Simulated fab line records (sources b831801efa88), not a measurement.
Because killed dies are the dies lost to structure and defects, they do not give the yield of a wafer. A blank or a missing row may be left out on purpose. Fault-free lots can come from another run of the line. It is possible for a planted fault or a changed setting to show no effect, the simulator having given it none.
Which of the tools did it? | flow sky130 | Sampling: 12 lots, 36 wafers, 3 of 708 route steps

WHAT THE GAUGES SHOWED, per wafer
SKY_LI_CONTACT_CD_MEAS_12: target cd 170 nm. Usual: 169.8 nm for cdNm, sd 1.6.
lot  | measured     | on       | cdNm (nm)         | flag
L110 | day 29 00:52 | cdSem-02 | 171.9 169.0 169.9 | 
L111 | day 29 12:10 | cdSem-01 | 172.7 173.4 171.0 | 
L112 | day 29 20:10 | cdSem-01 | 167.2 168.0 168.1 | 
L113 | day 30 23:48 | cdSem-01 | 173.4 171.6 172.2 | 
L114 | day 31 06:54 | cdSem-02 | 171.4 171.2 170.8 | 
L115 | day 31 08:25 | cdSem-01 | 168.1 168.8 168.4 | 
L117 | day 31 18:07 | cdSem-01 | 167.9 167.9 167.9 | 
L118 | day 32 04:35 | cdSem-01 | 168.0 169.6 169.2 | 
L119 | day 32 12:10 | cdSem-01 | 168.9 170.4 169.7 | 
L129 | day 35 09:00 | cdSem-01 | 164.8 164.9 164.3 | OFF
L130 | day 36 08:37 | cdSem-01 | 170.3 171.0 170.9 | 
L131 | day 36 13:04 | cdSem-02 | 170.9 171.0 171.8 | 

SKY_CONTACT_BOW_MEAS_05. Usual: CONTACT_BOW typically reads 84 um, with standard deviation 6.9.
lot  | measured     | on           | CONTACT_BOW (um) | flag
L110 | day 30 07:13 | filmMetro-03 | 73 85 85         | 
L111 | day 30 18:38 | filmMetro-01 | 93 86 88         | 
L112 | day 31 01:58 | filmMetro-04 | 72 76 86         | 
L113 | day 32 04:56 | filmMetro-03 | 81 84 89         | 
L114 | day 32 13:11 | filmMetro-04 | 92 94 96         | 
L115 | day 32 14:41 | filmMetro-04 | 88 83 91         | 
L117 | day 33 00:27 | filmMetro-03 | 83 69 83         | 
L118 | day 33 10:45 | filmMetro-01 | 83 85 84         | 
L119 | day 33 18:34 | filmMetro-03 | 77 85 86         | 
L129 | day 36 12:35 | filmMetro-04 | 85 87 84         | 
L130 | day 37 13:34 | filmMetro-01 | 86 86 86         | 
L131 | day 37 18:03 | filmMetro-01 | 85 84 64         | 

EACH LOT AND THE TOOL THAT RAN IT (in order: tool; ch and the chambers of the sampled wafers; start)
lot  | SKY_LI_CONTACT_DEVELOP_11
L110 | lithoTrack-01 ch 0, day 29 00:00
L111 | lithoTrack-03 ch 0, day 29 12:00
L112 | lithoTrack-02 ch 0, day 29 20:00
L113 | lithoTrack-01 ch 0, day 30 23:00
L114 | lithoTrack-01 ch 0, day 31 06:00
L115 | lithoTrack-02 ch 0, day 31 08:00
L117 | lithoTrack-02 ch 0, day 31 17:00
L118 | lithoTrack-03 ch 0, day 32 04:00
L119 | lithoTrack-01 ch 0, day 32 12:00
L129 | lithoTrack-01 ch 0, day 35 08:00
L130 | lithoTrack-03 ch 0, day 36 08:00
L131 | lithoTrack-02 ch 0, day 36 12:00
- SKY_LI_CONTACT_DEVELOP_11: develop time 60 s.

AS READ BY THE TOOLS THEMSELVES (means over the sampled wafers that have a number; for cases with no such wafer, the mark the record gives instead)
The record holds no such reading with a usual standard deviation.

THE ANSWER, worked out from the rows above alone
Rule: a lot is off if the mean of its wafers that have a number lies more than 3 standard deviations from the usual mean. Also off: a lot with no number at a reading for which 4 or more lots have one. Where the step has rows for the other lots, those lots are counted as sound. Order of review: gauges by route order, followed by the tools' own readings, for which a lot's mean as printed above is used. At the first step where some lot is off, the reading lying furthest off is the one used; lots without a number count as furthest.
Off at SKY_LI_CONTACT_CD_MEAS_12 (cdNm): L129.
If a tool, at a process step before that reading, ran all the lots that are off and no sound lot after the first of them, it fits. The gauges at SKY_LI_CONTACT_CD_MEAS_12 are tried like those tools. One fits: SKY_LI_CONTACT_DEVELOP_11 on lithoTrack-01. Its last sound lot is L119 (day 32 12:00), its first lot that is off L129 (day 35 08:00): a fault that began between those two fits.

WHAT THE SIMULATOR PUT IN
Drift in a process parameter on lithoTrack-01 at SKY_LI_CONTACT_DEVELOP_11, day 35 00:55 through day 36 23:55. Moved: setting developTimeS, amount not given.
Struck lots among those shown: L129. The rule above found the same.
